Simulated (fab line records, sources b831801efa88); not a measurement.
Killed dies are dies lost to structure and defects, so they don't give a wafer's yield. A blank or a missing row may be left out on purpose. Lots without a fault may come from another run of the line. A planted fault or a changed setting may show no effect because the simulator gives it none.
Problem report in the 8D (eight disciplines) form, filled by code | flow sky130 | the parts of the form that need people (team, actions taken, sign-off) are left out

1. THE PROBLEM
cathode_dc_power_W at SKY_CAPM_SPUTTER_02 reads a mean of 6271.4 W on 6 wafers of 2 lots; wafers without a fault read 6499.8 W with a standard deviation of 1.2. That is -99 or more standard deviations from the usual mean.
The step: material TiN, target thk 200 nm, time 171.6 s.
First seen on wafer L413.2, day 40 21:13, on pvd_sputter-04. The record holds 36 wafers of 12 lots with a number at this step. Rule for "out", or "out of limits": more than 4 standard deviations from the usual mean. The other wafers with a number count as sound.

2. WHAT IT IS AND WHAT IT IS NOT
question                    | is                     | is not
which readings at this step | cathode_dc_power_W     | throttle_valve_pct
which lots                  | L413, L414             | L404, L406, L407, L408, L410, L415, L424, L425, L426, L427
which wafers of those lots  | all that have a number | -
read on which tools         | pvd_sputter-04         | pvd_sputter-01, pvd_sputter-02
when                        | from day 40 21:13      | up to then (15 sound wafers); but 15 sound wafers of L415, L424, L425, L426, L427 came after

3. SUSPECTS, AND WHAT RULES EACH OUT
Counting: a tool at a process step up to the reading stays a suspect if it ran every lot that is out and no sound lot after the first of them.
- rie_metal-03 at SKY_METAL2_METAL_ETCH_19 (etches the open film in Cl2/BCl3, stops on SiO2, target depth 360 nm, time 78 s): ruled out as a lasting fault. Sound lots L415, L425, L427 ran on it after its first lot that is out, L413 (day 39 16:21).
- pvd_sputter-02 at SKY_METAL3_SPUTTER_03 (material Ti, target thk 5 nm, time 3.3 s): ruled out as a lasting fault. Sound lots L426 ran on it after its first lot that is out, L413 (day 40 21:04).
- pvd_sputter-04 at SKY_CAPM_SPUTTER_02 (material TiN, target thk 200 nm, time 171.6 s): ruled out as a lasting fault. Sound lots L427 ran on it after its first lot that is out, L413 (day 40 21:13).
Left after counting: nothing in the record.

4. THE CAUSE (what the simulator had put in)
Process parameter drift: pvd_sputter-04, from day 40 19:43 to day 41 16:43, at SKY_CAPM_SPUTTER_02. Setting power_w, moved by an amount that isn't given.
Counting ruled it out, wrongly.

5. THE CHAIN OF EFFECTS, in route order
Each row: a reading whose mean over the struck wafers that have a number lies more than 3 standard deviations from the usual. Only readings for which the record gives a usual standard deviation are gone through. hours: the time from each lot's start at the first step in this table that gives one to its start at this step, as a median over the lots. sigmas: the change in usual standard deviations.
hours | step                | reading            | usual    | on struck wafers | change | sigmas
0     | SKY_CAPM_SPUTTER_02 | cathode_dc_power_W | 6499.8 W | 6271.4           | -228.4 | -99 or more
The process steps in it:
- SKY_CAPM_SPUTTER_02: material TiN, target thk 200 nm, time 171.6 s.

6. WHAT WOULD HAVE CAUGHT IT SOONER
In this record the first reading out of limits was taken at day 40 21:13, 2 hours after the fault began at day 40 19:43.
